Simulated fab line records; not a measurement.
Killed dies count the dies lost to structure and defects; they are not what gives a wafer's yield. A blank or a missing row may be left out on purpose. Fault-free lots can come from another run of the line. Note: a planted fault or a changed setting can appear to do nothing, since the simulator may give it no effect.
What tool caused it? | flow sky130 | Sampling: 9 lots, 27 wafers, 6 of 708 route steps

WHAT THE GAUGES READ, wafer by wafer
SKY_METAL2_OVL_MEAS_16. Usual: METAL2_OVL gives -2 nm (standard deviation 4.7).
lot  | measured     | on         | METAL2_OVL (nm) | flag
L646 | day 35 06:48 | overlay-01 | 1 -1 0          |
L650 | day 36 13:11 | overlay-01 | 2 -4 0          |
L652 | day 37 12:42 | overlay-02 | 5 0 -6          |
L660 | day 39 10:54 | overlay-02 | 1 -7 -11        |
L661 | day 39 19:36 | overlay-01 | -2 -6 -5        |
L662 | day 39 23:13 | overlay-02 | 0 2 0           |
L663 | day 40 10:56 | overlay-01 | 10 1 8          |
L666 | day 41 03:20 | overlay-01 | -6 -10 -2       |
L667 | day 41 12:53 | overlay-01 | -6 -1 3         |

SKY_CAPM_RS_MEAS_03: measurement is done with a four-point probe. Usual: CAPM_TIN_RS gives 6.92 ohm/sq (standard deviation 0.057).
lot  | measured     | on            | CAPM_TIN_RS (ohm/sq)          | flag
L646 | day 36 12:35 | film metro-03 | 6.91 7.02 6.96                |
L650 | day 37 18:01 | film metro-04 | 6.94 6.91 6.99                |
L652 | day 38 17:58 | film metro-04 | 6.91 7.01 6.92                |
L660 | day 40 14:21 | film metro-04 | 7.22 7.18 7.22 7.26 7.16 7.22 | OFF
L661 | day 40 23:04 | film metro-01 | 6.94 6.81 6.90                |
L662 | day 41 02:37 | film metro-04 | 7.13 7.14 7.08 7.13 7.15 7.09 | OFF
L663 | day 41 15:02 | film metro-03 | 6.90 6.92 6.97                |
L666 | day 42 06:08 | film metro-03 | 6.97 6.90 6.92                |
L667 | day 42 16:00 | film metro-01 | 6.81 6.78 6.79                |

SKY_CAPM_THK_MEAS_04: measures by xrf. Usual: CAPM_TIN_THK gives 201.1 nm (standard deviation 1.9).
lot  | measured     | on            | CAPM_TIN_THK (nm)                   | flag
L646 | day 36 12:43 | film metro-03 | 202.0 200.2 200.6                   |
L650 | day 37 18:08 | film metro-04 | 201.5 202.1 199.4                   |
L652 | day 38 18:04 | film metro-04 | 201.0 199.1 201.4                   |
L660 | day 40 17:08 | film metro-04 | 191.3 193.8 193.1 191.7 194.4 193.3 | OFF
L661 | day 40 23:10 | film metro-01 | 200.7 203.6 199.5                   |
L662 | day 41 08:24 | film metro-04 | 195.3 195.2 195.2                   | OFF
L663 | day 41 15:10 | film metro-03 | 204.0 201.4 201.6                   |
L666 | day 42 06:16 | film metro-03 | 201.1 202.3 201.6                   |
L667 | day 42 16:07 | film metro-01 | 204.4 204.7 204.0                   |

EACH LOT AND THE TOOL THAT RAN IT (in order: tool; ch and the chambers of the sampled wafers; start)
lot  | SKY_VIA1_CVD_21               | SKY_METAL3_SPUTTER_01        | SKY_CAPM_SPUTTER_02
L646 | cvd w-02 ch 0,1, day 34 03:34 | pvd sputter-04, day 36 12:16 | pvd sputter-02, day 36 12:29
L650 | cvd w-01 ch 0,1, day 35 10:17 | pvd sputter-01, day 37 17:41 | pvd sputter-03, day 37 17:53
L652 | cvd w-01 ch 0,1, day 36 09:03 | pvd sputter-01, day 38 17:35 | pvd sputter-02, day 38 17:48
L660 | cvd w-01 ch 0,1, day 38 09:41 | pvd sputter-03, day 40 13:59 | pvd sputter-02, day 40 14:12
L661 | cvd w-02 ch 0, day 38 18:43   | pvd sputter-04, day 40 22:43 | pvd sputter-03, day 40 22:56
L662 | cvd w-02 ch 0, day 38 21:57   | pvd sputter-04, day 41 02:15 | pvd sputter-02, day 41 02:28
L663 | cvd w-02 ch 0,1, day 39 07:52 | pvd sputter-03, day 41 14:43 | pvd sputter-04, day 41 14:56
L666 | cvd w-01 ch 0,1, day 40 01:44 | pvd sputter-01, day 42 05:49 | pvd sputter-03, day 42 06:02
L667 | cvd w-02 ch 0,1, day 40 11:06 | pvd sputter-03, day 42 15:41 | pvd sputter-04, day 42 15:53
- SKY_VIA1_CVD_21: deposits W, target thk 270 nm, time 80.902 s.
- SKY_METAL3_SPUTTER_01: material TiN, target thk 20 nm, time 16.7 s.
- SKY_CAPM_SPUTTER_02: material TiN, target thk 200 nm, time 166.7 s.

WHAT THE TOOLS THEMSELVES READ (means of the sampled wafers that have a number; where no wafer has one, the mark that the record gives instead)
SKY_VIA1_CVD_21. Usual: 853 W for heater power w, sd 130.
lot  | tool     | heater power w (W) | flag
L646 | cvd w-02 | 938                |
L650 | cvd w-01 | 728                |
L652 | cvd w-01 | 727                |
L660 | cvd w-01 | 788                |
L661 | cvd w-02 | 1027               |
L662 | cvd w-02 | 1034               |
L663 | cvd w-02 | 878                |
L666 | cvd w-01 | 739                |
L667 | cvd w-02 | 868                |

SKY_METAL3_SPUTTER_01. Usual: cathode dc power W 6500.0 W, standard deviation 1.3; chamber pressure pa 0.3998 Pa, standard deviation 0.0008; throttle valve pct 30.3 %, standard deviation 1.1.
lot  | tool           | cathode dc power W (W) | chamber pressure pa (Pa) | throttle valve pct (%) | flag
L646 | pvd sputter-04 | 6499.4                 | 0.3998                   | 30.0                   |
L650 | pvd sputter-01 | 6500.7                 | 0.3996                   | 30.6                   |
L652 | pvd sputter-01 | 6498.9                 | 0.3997                   | 29.3                   |
L660 | pvd sputter-03 | 6500.1                 | 0.3998                   | 30.6                   |
L661 | pvd sputter-04 | 6500.2                 | 0.3999                   | 28.5                   |
L662 | pvd sputter-04 | 6498.8                 | 0.4000                   | 29.7                   |
L663 | pvd sputter-03 | 6500.9                 | 0.3995                   | 30.5                   |
L666 | pvd sputter-01 | 6499.9                 | 0.4004                   | 31.2                   |
L667 | pvd sputter-03 | 6500.5                 | 0.3999                   | 30.2                   |

SKY_CAPM_SPUTTER_02. Usual: cathode dc power W 6500.0 W, standard deviation 1.1; chamber pressure pa 0.4000 Pa, standard deviation 0.00086; throttle valve pct 30.3 %, standard deviation 1.1.
lot  | tool           | cathode dc power W (W) | chamber pressure pa (Pa) | throttle valve pct (%) | flag
L646 | pvd sputter-02 | 6499.8                 | 0.3995                   | 29.8                   |
L650 | pvd sputter-03 | 6500.1                 | 0.3995                   | 30.4                   |
L652 | pvd sputter-02 | 6500.0                 | 0.3998                   | 29.9                   |
L660 | pvd sputter-02 | 6275.0                 | 0.3999                   | 29.9                   | OFF
L661 | pvd sputter-03 | 6499.6                 | 0.3998                   | 30.7                   |
L662 | pvd sputter-02 | 6275.0                 | 0.3985                   | 31.2                   | OFF
L663 | pvd sputter-04 | 6500.0                 | 0.3997                   | 30.3                   |
L666 | pvd sputter-03 | 6499.8                 | 0.4003                   | 30.4                   |
L667 | pvd sputter-04 | 6501.0                 | 0.4006                   | 30.5                   |

THE ANSWER, worked out from the rows above alone
Rule: lot off if the mean of its wafers having a number is beyond 3 standard deviations from the usual mean. Also off: a lot with no number at a reading for which 4 or more lots have one. All remaining lots with rows at the step are treated as sound. After the gauges, taken in route order, come the tools' own readings; for these a lot's mean is taken, as printed above. At the first step where some lot is off, the reading lying furthest off is the one used; lots without a number count as furthest.
Off: L660, L662, at SKY_CAPM_RS_MEAS_03 (CAPM_TIN_RS).
A tool fits if, at a process step before that reading, it ran every lot that is off, and no sound lot after the first of them. The gauges at SKY_CAPM_RS_MEAS_03 aren't tried: what is off there is off at SKY_CAPM_SPUTTER_02 too, on other tools, and a gauge's error can't cause that. One fits: SKY_CAPM_SPUTTER_02 on pvd sputter-02. A fault onset in the window from L652 (day 38 17:48, its last sound lot) to L660 (day 40 14:12, its first lot off) fits.
The tool's own readings at SKY_CAPM_SPUTTER_02 bear it out: on the lots that are off they differ by more than 5 times the standard deviation of the sound lots' means. cathode dc power W reads 6275.0 W there against 6500.0 W on the sound lots.

WHAT HAD BEEN PUT IN BY THE SIMULATOR
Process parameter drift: pvd sputter-02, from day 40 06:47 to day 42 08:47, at SKY_CAPM_SPUTTER_02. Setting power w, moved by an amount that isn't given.
Struck lots among those shown: L660, L662. The same result came from the rule above.
